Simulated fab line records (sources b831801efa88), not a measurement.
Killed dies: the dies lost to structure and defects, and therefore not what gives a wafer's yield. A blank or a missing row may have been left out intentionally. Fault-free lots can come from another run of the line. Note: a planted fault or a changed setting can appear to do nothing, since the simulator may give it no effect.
fab line records -- flow gf180mcu
[record] lots = 12, wafers = 36, last_day = 34
route steps=602 shown STI@16 MVPSD@85 HV_LDD@225 CONTACT@289
lots with no fault: from the same line, run without faults
start_h: hours from the record's opening day to when the first of the lot's shown wafers began -- wait_h: hours since the lot's step before -- " as in the row above -- L1.1+2: several wafers, shown together as one row -- - either no value or no given start -- * or withheld: withheld -- < > ~ a bound
route shown NAME@n: names a module that has steps shown in the file, with the first one's number in the route -- usual: mean/standard deviation taken from wafers without a fault -- same: alike in all rows -- chamber/n: place in a boat -- sites: the reading at each site -- _std_site: how widely they spread, as a standard deviation -- _edge_site: outer sites' mean less inner sites' -- radius_mm: how far each site lies from the wafer's centre -- mask NAME#n: copy n -- behind: the most recent tool/chamber to have shaped the wafer -- hold: cause of the lot's hold/its duration in hours/its outcome -- device: the n, p or np transistor that did not switch -- end of line: the same wafers' tests at the end of the route -- a step given without rows: its recipe and nothing more -- killed: at the first sort, the dies lost to defects and structure; wafer yield is something else -- map: the dies of a wafer, with x for killed, . for not killed, _ for no die there
set.NAME: the run value of the setting; set.NAME@STEP: its run value at that earlier step -- model.NAME: the simulator's own value behind a step, which no gauge read
route steps across a sampled set of lots; one table per step, one row per wafer
services: a tool's chamber out of use, with start hour (start_h, from the record's first day; less than 0 if before it), hours out, and reason
[[steps]]
[step GF_STI_STRIP_15]
[recipe] chemistry = O2/N2, power_w = 1400, pressure_mtorr = 1500, platen_temp_c = 250, o2_flow_sccm = 3000, n2_flow_sccm = 300, overash_fraction = 0.5
[usual] drypump_motor_current_A = 5.72/0.19, heater_power_w = 349/17, oes_product_au = 0.383/0.0044, strip_time_to_endpoint_s = 3.72/0.035
lot.wafer,tool,chamber,start_h,wait_h,drypump_motor_current_A,heater_power_w,oes_product_au,rf_hours_counter_h,strip_time_to_endpoint_s
L755.3,plasma_asher-04,0,32.46,0.1,5.74,351,0.386,-,3.70
L755.4,plasma_asher-04,1,32.46,0.1,5.95,326,0.375,-,3.64
L755.6,plasma_asher-04,0,32.46,0.1,5.73,341,0.377,-,3.67
L757.2,plasma_asher-01,1,40.75,0.0,5.54,359,0.382,40,3.74
L757.3,plasma_asher-01,1,40.75,0.0,5.54,365,0.377,-,3.72
L757.4,plasma_asher-01,0,40.75,0.0,5.67,373,0.385,-,3.73
L758.3,plasma_asher-03,1,46.81,0.1,6.04,352,0.386,-,3.65
L758.4,plasma_asher-03,0,46.81,0.1,5.45,334,0.378,-,3.68
L758.6,plasma_asher-03,0,46.81,0.1,5.49,326,0.379,-,3.69
L760.1,plasma_asher-01,0,57.80,0.0,5.68,366,0.387,41,3.73
L760.3,plasma_asher-01,1,57.80,0.0,5.54,356,0.384,-,3.68
L760.5,plasma_asher-01,1,57.80,0.0,5.54,363,0.378,-,3.68
L761.1,plasma_asher-01,0,61.68,0.0,5.66,367,0.384,42,3.65
L761.5,plasma_asher-01,1,61.68,0.0,5.54,362,0.385,-,3.67
L761.6,plasma_asher-01,0,61.68,0.0,5.70,367,0.387,-,3.77
L762.4,plasma_asher-04,1,67.06,0.1,5.90,317,0.381,-,3.70
L762.5,plasma_asher-04,0,67.06,0.1,5.72,343,0.384,-,3.74
L762.6,plasma_asher-04,1,67.06,0.1,5.92,324,0.390,-,3.69
L764.2,plasma_asher-01,1,77.23,0.0,5.54,361,0.388,43,3.74
L764.3,plasma_asher-01,1,77.23,0.0,5.54,363,0.391,-,3.77
L764.4,plasma_asher-01,0,77.23,0.0,5.69,367,0.389,-,3.78
L768.1,plasma_asher-04,0,97.63,0.0,5.73,351,0.376,31,3.73
L768.2,plasma_asher-04,1,97.63,0.0,5.96,325,0.387,31,3.77
L768.6,plasma_asher-04,0,97.63,0.0,5.73,342,0.384,-,3.74
L772.2,plasma_asher-03,1,119.30,0.0,6.03,356,0.376,46,3.70
L772.4,plasma_asher-03,0,119.30,0.0,5.50,333,0.373,-,3.69
L772.6,plasma_asher-03,1,119.30,0.0,6.05,356,0.385,-,3.72
L775.3,plasma_asher-01,0,133.61,0.1,5.72,369,0.379,-,3.72
L775.4,plasma_asher-01,1,133.61,0.1,5.56,357,0.389,-,3.69
L775.6,plasma_asher-01,0,133.61,0.1,5.69,362,0.386,-,3.77
L776.1,plasma_asher-03,1,139.43,0.0,6.05,348,0.381,49,3.72
L776.5,plasma_asher-03,0,139.43,0.0,5.51,323,0.389,-,3.73
L776.6,plasma_asher-03,1,139.43,0.0,6.04,345,0.387,-,3.73
L777.2,plasma_asher-03,0,143.75,0.0,5.45,340,0.386,50,3.73
L777.3,plasma_asher-03,0,143.75,0.0,5.45,327,0.382,-,3.73
L777.4,plasma_asher-03,1,143.75,0.0,6.04,347,0.380,-,3.73
[step GF_MVPSD_OVL_MEAS_07]
[usual] MVPSD_OVL = 1.2/1.3
lot.wafer,tool,chamber,start_h,wait_h,MVPSD_OVL[nm]
L755.3,overlay-01,-,104.56,-,3.4
L755.4,overlay-01,-,104.56,-,1.9
L755.6,overlay-01,-,104.56,-,2.6
L757.2,overlay-02,-,113.81,-,0.9
L757.3,overlay-02,-,113.81,-,1.1
L757.4,overlay-02,-,113.81,-,1.4
L758.3,overlay-02,-,119.31,-,3.0
L758.4,overlay-02,-,119.31,-,2.8
L758.6,overlay-02,-,119.31,-,3.6
L760.1,overlay-01,-,132.60,-,2.9
L760.3,overlay-01,-,132.60,-,1.1
L760.5,overlay-01,-,132.60,-,0.2
L761.1,overlay-02,-,138.95,-,1.1
L761.5,overlay-02,-,138.95,-,0.9
L761.6,overlay-02,-,138.95,-,1.6
L762.4,overlay-01,-,144.37,-,1.1
L762.5,overlay-01,-,144.37,-,-0.6
L762.6,overlay-01,-,144.37,-,0.9
L764.2,overlay-01,-,156.61,-,3.2
L764.3,overlay-01,-,156.61,-,2.1
L764.4,overlay-01,-,156.61,-,1.4
L768.1,overlay-02,-,182.15,-,0.5
L768.2,overlay-02,-,182.15,-,1.0
L768.6,overlay-02,-,182.15,-,-1.3
L772.2,overlay-02,-,204.28,-,0.4
L772.4,overlay-02,-,204.28,-,0.0
L772.6,overlay-02,-,204.28,-,0.4
L775.3,overlay-02,-,221.58,-,1.8
L775.4,overlay-02,-,221.58,-,0.7
L775.6,overlay-02,-,221.58,-,0.3
L776.1,overlay-02,-,226.70,-,1.2
L776.5,overlay-02,-,226.70,-,1.6
L776.6,overlay-02,-,226.70,-,0.4
L777.2,overlay-02,-,232.48,-,1.3
L777.3,overlay-02,-,232.48,-,2.2
L777.4,overlay-02,-,232.48,-,0.2
[step GF_HV_LDD_STRIP_49]
[recipe] chemistry = O2/N2, power_w = 1400, pressure_mtorr = 1500, platen_temp_c = 250, o2_flow_sccm = 3000, n2_flow_sccm = 300, overash_fraction = 0.5
[usual] drypump_motor_current_A = 5.70/0.24, heater_power_w = 354/23, oes_product_au = 0.716/0.0047, strip_time_to_endpoint_s = 12.63/0.032
lot.wafer,tool,chamber,start_h,wait_h,drypump_motor_current_A,heater_power_w,oes_product_au,rf_hours_counter_h,strip_time_to_endpoint_s
L755.3,plasma_asher-01,1,286.26,0.1,5.55,364,0.710,-,12.66
L755.4,plasma_asher-01,0,286.26,0.1,5.66,373,0.717,-,12.65
L755.6,plasma_asher-01,0,286.26,0.1,5.67,371,0.719,-,12.67
L757.2,plasma_asher-01,0,295.20,0.1,5.68,362,0.716,67,12.62
L757.3,plasma_asher-01,1,295.20,0.1,5.54,360,0.719,-,12.66
L757.4,plasma_asher-01,0,295.20,0.1,5.70,364,0.721,-,12.59
L758.3,plasma_asher-02,0,304.24,0.1,5.51,310,0.709,-,12.63
L758.4,plasma_asher-02,1,304.24,0.1,6.18,376,0.719,-,12.64
L758.6,plasma_asher-02,1,304.24,0.1,6.18,376,0.708,-,12.64
L760.1,plasma_asher-03,0,324.22,0.1,5.46,331,0.717,71,12.61
L760.3,plasma_asher-03,1,324.22,0.1,6.06,344,0.716,-,12.62
L760.5,plasma_asher-03,1,324.22,0.1,6.04,355,0.719,-,12.61
L761.1,plasma_asher-01,0,331.82,0.1,5.68,378,0.714,71,12.59
L761.5,plasma_asher-01,0,331.82,0.1,5.66,358,0.721,-,12.60
L761.6,plasma_asher-01,1,331.82,0.1,5.56,360,0.720,-,12.56
L762.4,plasma_asher-01,1,337.89,0.1,5.57,351,0.716,-,12.65
L762.5,plasma_asher-01,1,337.89,0.1,5.56,351,0.710,-,12.60
L762.6,plasma_asher-01,0,337.89,0.1,5.67,371,0.723,-,12.64
L764.2,plasma_asher-03,0,358.30,0.1,5.47,332,0.709,75,12.58
L764.3,plasma_asher-03,0,358.30,0.1,5.49,322,0.722,-,12.65
L764.4,plasma_asher-03,1,358.30,0.1,6.02,364,0.716,-,12.59
L768.1,plasma_asher-01,1,390.00,0.1,5.55,360,0.716,77,12.65
L768.2,plasma_asher-01,0,390.00,0.1,5.67,375,0.728,77,12.61
L768.6,plasma_asher-01,0,390.00,0.1,5.69,371,0.719,-,12.58
L772.2,plasma_asher-02,1,422.20,0.1,6.16,376,0.716,25,12.60
L772.4,plasma_asher-02,0,422.20,0.1,5.52,310,0.719,-,12.61
L772.6,plasma_asher-02,0,422.20,0.1,5.51,309,0.713,-,12.60
L775.3,plasma_asher-02,0,442.24,0.1,5.50,307,0.717,-,12.65
L775.4,plasma_asher-02,1,442.24,0.1,6.17,379,0.716,-,12.62
L775.6,plasma_asher-02,1,442.24,0.1,6.15,383,0.712,-,12.63
L776.1,plasma_asher-02,1,450.05,0.1,6.18,369,0.712,29,12.58
L776.5,plasma_asher-02,1,450.05,0.1,6.17,377,0.711,-,12.62
L776.6,plasma_asher-02,0,450.05,0.1,5.52,314,0.713,-,12.60
L777.2,plasma_asher-02,0,456.10,0.1,5.53,315,0.715,30,12.67
L777.3,plasma_asher-02,1,456.10,0.1,6.17,383,0.717,-,12.70
L777.4,plasma_asher-02,0,456.10,0.1,5.54,310,0.710,-,12.69
[step GF_CONTACT_CVD_02]
[recipe] material = SiO2, target_thk_nm = 860, precursor = TEOS, temp_c = 400, time_s = 95.992, rf_w = 600
[usual] heater_power_w = 664/82
lot.wafer,tool,chamber,start_h,wait_h,heater_power_w
L755.3,pecvd-01,0,354.47,0.0,703
L755.4,pecvd-01,0,354.47,0.0,740
L755.6,pecvd-01,1,354.47,0.0,619
L757.2,pecvd-02,2,364.61,0.0,756
L757.3,pecvd-02,1,364.61,0.0,784
L757.4,pecvd-02,0,364.61,0.0,719
L758.3,pecvd-01,2,372.75,0.0,667
L758.4,pecvd-01,1,372.75,0.0,612
L758.6,pecvd-01,0,372.75,0.0,739
L760.1,pecvd-02,2,394.71,0.1,698
L760.3,pecvd-02,1,394.71,0.1,792
L760.5,pecvd-02,2,394.71,0.1,718
L761.1,pecvd-04,1,403.12,0.1,542
L761.5,pecvd-04,2,403.12,0.1,715
L761.6,pecvd-04,1,403.12,0.1,570
L762.4,pecvd-01,0,411.73,0.1,682
L762.5,pecvd-01,1,411.73,0.1,636
L762.6,pecvd-01,0,411.73,0.1,728
L764.2,pecvd-04,0,434.21,0.0,571
L764.3,pecvd-04,2,434.21,0.0,662
L764.4,pecvd-04,1,434.21,0.0,614
L768.1,pecvd-01,1,466.96,0.1,579
L768.2,pecvd-01,0,466.96,0.1,733
L768.6,pecvd-01,2,466.96,0.1,824
L772.2,pecvd-04,2,499.52,0.0,766
L772.4,pecvd-04,0,499.52,0.0,617
L772.6,pecvd-04,1,499.52,0.0,609
L775.3,pecvd-04,2,519.07,0.0,754
L775.4,pecvd-04,0,519.07,0.0,591
L775.6,pecvd-04,2,519.07,0.0,780
L776.1,pecvd-02,2,527.77,0.1,692
L776.5,pecvd-02,1,527.77,0.1,622
L776.6,pecvd-02,2,527.77,0.1,738
L777.2,pecvd-02,1,532.96,0.0,735
L777.3,pecvd-02,0,532.96,0.0,753
L777.4,pecvd-02,0,532.96,0.0,607
[step GF_CONTACT_THK_MEAS_03]
[recipe] reads = SiO2_of_CONTACT_CVD_02
[usual] CONTACT_CVD_02_THK = 860/10
lot.wafer,tool,chamber,start_h,wait_h,CONTACT_CVD_02_THK[nm]
L755.3,film_metro-02,-,354.56,0.1,851
L755.4,film_metro-02,-,354.56,0.1,871
L755.6,film_metro-02,-,354.56,0.1,868
L757.2,film_metro-02,-,364.69,0.0,846
L757.3,film_metro-02,-,364.69,0.0,854
L757.4,film_metro-02,-,364.69,0.0,862
L758.3,film_metro-02,-,372.84,0.1,860
L758.4,film_metro-02,-,372.84,0.1,867
L758.6,film_metro-02,-,372.84,0.1,866
L760.1,film_metro-03,-,394.78,0.0,868
L760.3,film_metro-03,-,394.78,0.0,847
L760.5,film_metro-03,-,394.78,0.0,874
L761.1,film_metro-04,-,403.19,0.0,843
L761.5,film_metro-04,-,403.19,0.0,861
L761.6,film_metro-04,-,403.19,0.0,862
L762.4,film_metro-02,-,411.83,0.1,865
L762.5,film_metro-02,-,411.83,0.1,856
L762.6,film_metro-02,-,411.83,0.1,868
L764.2,film_metro-03,-,434.29,0.0,854
L764.3,film_metro-03,-,434.29,0.0,842
L764.4,film_metro-03,-,434.29,0.0,861
L768.1,film_metro-02,-,467.03,0.0,855
L768.2,film_metro-02,-,467.03,0.0,953
L768.6,film_metro-02,-,467.03,0.0,885
L772.2,film_metro-04,-,499.60,0.0,831
L772.4,film_metro-04,-,499.60,0.0,847
L772.6,film_metro-04,-,499.60,0.0,850
L775.3,film_metro-02,-,519.16,0.1,854
L775.4,film_metro-02,-,519.16,0.1,876
L775.6,film_metro-02,-,519.16,0.1,868
L776.1,film_metro-03,-,527.84,0.0,859
L776.5,film_metro-03,-,527.84,0.0,865
L776.6,film_metro-03,-,527.84,0.0,865
L777.2,film_metro-04,-,533.04,0.0,857
L777.3,film_metro-04,-,533.04,0.0,860
L777.4,film_metro-04,-,533.04,0.0,878
[step GF_CONTACT_CMP_04]
[recipe] material = SiO2, down_force_psi = 4, platen_rpm = 60, pad_velocity_m_s = 0.94248
[usual] motor_current_A = 11.0/0.88, time_to_endpoint_s = 113/4.9
lot.wafer,tool,chamber,start_h,wait_h,motor_current_A,time_to_endpoint_s
L755.3,cmp-01,3,354.60,0.0,11.1,112
L755.4,cmp-01,2,354.60,0.0,9.7,117
L755.6,cmp-01,0,354.60,0.0,10.9,117
L757.4,cmp-01,3,364.79,0.1,10.9,119
L757.3,cmp-01,0,364.79,0.1,10.5,113
L757.2,cmp-01,1,364.79,0.1,11.6,109
L758.4,cmp-01,3,372.88,0.0,10.9,122
L758.3,cmp-01,1,372.88,0.0,11.3,111
L758.6,cmp-01,3,372.88,0.0,10.3,116
L760.3,cmp-01,2,394.84,0.0,10.1,108
L760.1,cmp-01,0,394.84,0.0,11.4,114
L760.5,cmp-01,3,394.84,0.0,10.4,120
L761.1,cmp-02,1,403.35,0.1,12.4,106
L761.6,cmp-02,3,403.35,0.1,11.0,117
L761.5,cmp-02,0,403.35,0.1,12.5,116
L762.4,cmp-02,3,412.01,0.2,10.7,115
L762.6,cmp-02,0,412.01,0.2,12.7,114
L762.5,cmp-02,1,412.01,0.2,12.7,110
L764.4,cmp-01,2,434.34,0.0,10.1,114
L764.3,cmp-01,3,434.34,0.0,10.4,113
L764.2,cmp-01,1,434.34,0.0,11.4,112
L768.1,cmp-01,3,467.09,0.1,10.4,118
L768.2,cmp-01,0,467.09,0.1,10.6,147
L768.6,cmp-01,3,467.09,0.1,11.1,127
L772.4,cmp-01,2,499.65,0.0,10.2,108
L772.2,cmp-01,1,499.65,0.0,11.3,107
L772.6,cmp-01,2,499.65,0.0,9.7,112
L775.4,cmp-02,3,519.30,0.1,10.5,122
L775.3,cmp-02,0,519.30,0.1,12.1,112
L775.6,cmp-02,1,519.30,0.1,12.5,114
L776.1,cmp-02,1,528.05,0.2,12.9,107
L776.5,cmp-02,2,528.05,0.2,10.9,108
L776.6,cmp-02,3,528.05,0.2,11.4,115
L777.2,cmp-02,1,533.09,0.0,12.5,108
L777.4,cmp-02,2,533.09,0.0,10.4,112
L777.3,cmp-02,3,533.09,0.0,10.6,110
[[services]]
tool,chamber,start_h,hours,kind
cmp-01,-,8.66,0.2,repair
cmp-01,-,13.25,0.8,repair
plasma_asher-01,-,31.28,2.8,pm
cmp-01,-,87.34,4.6,pm
cmp-01,-,96.57,0.7,repair
cmp-01,-,116.00,0.9,repair
plasma_asher-01,-,141.14,7.8,pm
cmp-01,-,149.24,5.0,pm
cmp-01,-,164.30,2.5,repair
cmp-01,-,199.18,13.6,pm
cmp-01,-,232.00,4.0,pm
cmp-01,-,245.29,0.4,repair
cmp-01,-,307.35,2.2,repair
cmp-01,-,363.66,0.8,repair
cmp-01,-,378.72,4.6,repair
plasma_asher-03,-,382.64,2.8,pm
plasma_asher-03,-,421.25,9.0,pm
plasma_asher-01,-,431.57,9.3,repair
cmp-01,-,436.37,3.3,repair
cmp-01,-,457.46,2.5,repair
cmp-01,-,483.19,1.4,repair
plasma_asher-03,-,491.98,4.1,repair
cmp-01,-,509.82,27.9,repair
cmp-01,-,526.59,1.3,repair
[[key]]
[first_sign] step = GF_CONTACT_THK_MEAS_03, reading = CONTACT_CVD_02_THK, direction = up, sigmas = 8.9, usual = 860, struck = 953
[effect] step = GF_CONTACT_CMP_04, reading = time_to_endpoint_s, direction = up, sigmas = 7, usual = *, struck = *
met_at GF_CONTACT_CVD_02
struck_lots L768
struck_wafers L768.2
tester_left_out L768
not_acting_at GF_STI_STRIP_15,GF_MVPSD_OVL_MEAS_07,GF_HV_LDD_STRIP_49
onset_between 411.73 466.96
[fault] kind = process_parameter_drift, tool = pecvd-01, chamber = 0, onset_h = 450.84, steps = GF_CONTACT_CVD_02, channel = target_thk_nm, offset = 99.465, shape = step, end_h = 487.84, acts_in = these_recipes_only, stated = 860
// tester_left_out: of these lots the tester's yield and bins aren't shown, on N5 and GAA mostly nor the transistor test; their killed dies are dies lost to structure and defects alone, not to doping, threshold or leakage, so they don't give the yield
